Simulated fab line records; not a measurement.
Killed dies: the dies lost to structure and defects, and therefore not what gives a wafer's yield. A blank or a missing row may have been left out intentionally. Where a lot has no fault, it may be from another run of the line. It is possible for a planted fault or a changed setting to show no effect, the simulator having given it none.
The same fault as seen by 2 desks :: flow gf180mcu :: what lay behind the numbers comes last; until then each desk has only its own

TOOL OWNER'S DESK, implanter-01
The tool's own readings at GF_HV_LDD_IMPLANT_34, given as means over the sampled wafers that have a number, one for each lot that went through this tool. If a lot's mean is further than 4 standard deviations from the usual mean, the lot is out of limits and carries the mark OUT (the distance appears in the brackets).
Columns: A = dose_ions_cm2 at GF_HV_LDD_IMPLANT_34, usual 7.5e+12; B = rotation_deg at GF_HV_LDD_IMPLANT_34, usual 89.999 degrees
lot: L630
first seen here: day 14 17:20
A: 7.5e+12
B: 90.031

lot: L632
first seen here: day 15 13:28
A: 7.5e+12
B: 210.553 (+99 or more) OUT

lot: L633
first seen here: day 15 18:28
A: 7.5e+12
B: 210.520 (+99 or more) OUT

lot: L640
first seen here: day 18 04:55
A: 7.5e+12
B: 89.976

lot: L642
first seen here: day 19 06:43
A: 7.5e+12
B: 89.989
This desk's verdict: out of limits on L632, L633, starting with L632 at day 15 13:28 (rotation_deg at GF_HV_LDD_IMPLANT_34). L630, L640, L642: within limits.

FROM THE METROLOGY DESK
Means of the sampled wafers that have a number, per lot and without regard to the tool the lot ran on: this is what the gauges read. If a lot's mean is further than 4 standard deviations from the usual mean, the lot is out of limits and carries the mark OUT (the distance appears in the brackets).
Columns: A = cd_nm at GF_HV_LDD_CD_MEAS_19, usual 400.3 nm; B = cd_nm at GF_HV_LDD_CD_MEAS_31, usual 400.0 nm
lot: L621
first seen here: day 11 05:20
A: 398.8
B: 400.5

lot: L622
first seen here: day 11 06:56
A: 397.4
B: 399.4

lot: L624
first seen here: day 11 22:23
A: 395.9
B: 397.1

lot: L626
first seen here: day 12 12:09
A: 397.8
B: 400.5

lot: L628
first seen here: day 13 00:59
A: 400.9
B: 400.4

lot: L630
first seen here: day 13 20:37
A: 396.2
B: 400.4

lot: L632
first seen here: day 14 16:09
A: 400.6
B: 397.9

lot: L633
first seen here: day 14 20:12
A: 402.6
B: 398.8

lot: L637
first seen here: day 16 00:54
A: 400.4
B: 399.4

lot: L639
first seen here: day 16 16:49
A: 400.6
B: 401.7

lot: L640
first seen here: day 17 05:10
A: 403.4
B: 399.7

lot: L641
first seen here: day 18 02:49
A: 401.8
B: 399.9

lot: L642
first seen here: day 18 06:31
A: 400.6
B: 403.1

lot: L643
first seen here: day 18 17:42
A: 403.3
B: 400.8
Finding of this desk: none of the 14 lots has anything out of limits.

PUT TOGETHER
On L632, L633, at day 15 13:28, an alarm was possible from the tool owner's desk.
The metrology desk saw nothing out of limits.
The metrology desk has L632, L633 on record, within its limits.
All the named lots went through GF_HV_LDD_IMPLANT_34 on implanter-01.

WHAT THE SIMULATOR HAD PUT IN
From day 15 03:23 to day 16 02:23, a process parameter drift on implanter-01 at GF_HV_LDD_IMPLANT_34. The setting rotation_deg was moved by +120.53, starting from 90. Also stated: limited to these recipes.
Lots struck among those shown: L632, L633.
Delay in hours, fault start to first out-of-limits reading, by desk: the tool owner's desk at 10.
